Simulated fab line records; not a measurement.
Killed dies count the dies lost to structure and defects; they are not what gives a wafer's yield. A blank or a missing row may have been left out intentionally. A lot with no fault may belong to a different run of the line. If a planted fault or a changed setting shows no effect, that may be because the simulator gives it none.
Which of the tools did it? ; flow gf180mcu ; 18 wafers from 6 lots sampled at 3 of the route's 602 steps

WHAT EACH GAUGE READ, for each wafer
GF_VT_IMPLANT_TW_MEAS_32.
lot;measured;on;VT_IMPLANT_3_TW
L996;day 7 08:35;film metro-01;271.0 269.3 269.5
L998;day 7 22:22;film metro-01;269.4 270.6 269.9
L100;day 8 15:02;film metro-03;270.7 270.5 270.8
L105;day 10 01:41;film metro-03;269.2 269.5 269.2
L111;day 11 12:49;film metro-03;236.0 236.6 236.4
L117;day 13 05:16;film metro-02;270.5 270.6 269.3

EACH LOT AND THE TOOL THAT RAN IT (in order: tool; ch and the chambers of the sampled wafers; start)
lot;GF_DNWELL_STRIP_08;GF_VT_IMPLANT_IMPLANT_30
L996;plasma asher-01 ch 0,1, day 3 03:42;implanter-03 ch 0, day 7 08:20
L998;plasma asher-03 ch 0,1, day 3 14:53;implanter-03 ch 0, day 7 22:07
L100;plasma asher-03 ch 0,1, day 4 03:16;implanter-03 ch 0, day 8 14:49
L105;plasma asher-03 ch 0,1, day 5 06:26;implanter-03 ch 0, day 10 01:26
L111;plasma asher-01 ch 0,1, day 6 12:47;implanter-02 ch 0, day 11 12:34
L117;plasma asher-03 ch 0,1, day 7 21:44;implanter-04 ch 0, day 13 05:01
- GF_DNWELL_STRIP_08: strips in O2/N2.
- GF_VT_IMPLANT_IMPLANT_30

THE ANSWER, worked out from the rows above alone
Rule: the usual values come from the lots themselves. The widest of any qualifying gaps counts: lots, ordered by their means at a reading, are off when they make up no more than a third of the lots, leave a main group of 4 or more, and stand apart from it by 3 or more times the standard deviation of that group's means. If all means in a main group match to the digits the tables above print for the reading, that group is not used. Also off: a lot with no number at a reading for which 4 or more lots have one. All remaining lots with rows at the step are treated as sound.
Off: at GF_VT_IMPLANT_TW_MEAS_32 (VT_IMPLANT_3_TW), L111. Main group: mean 270.0, sd 0.44.
If a tool, at a process step before that reading, ran all the lots that are off and no sound lot after the first of them, it fits. The gauges at GF_VT_IMPLANT_TW_MEAS_32 are tried like those tools. Can't be told from this: 3 tools fit, plasma asher-01 at GF_DNWELL_STRIP_08, implanter-02 at GF_VT_IMPLANT_IMPLANT_30, film metro-03 at GF_VT_IMPLANT_TW_MEAS_32.

WHAT THE SIMULATOR HAD PUT IN
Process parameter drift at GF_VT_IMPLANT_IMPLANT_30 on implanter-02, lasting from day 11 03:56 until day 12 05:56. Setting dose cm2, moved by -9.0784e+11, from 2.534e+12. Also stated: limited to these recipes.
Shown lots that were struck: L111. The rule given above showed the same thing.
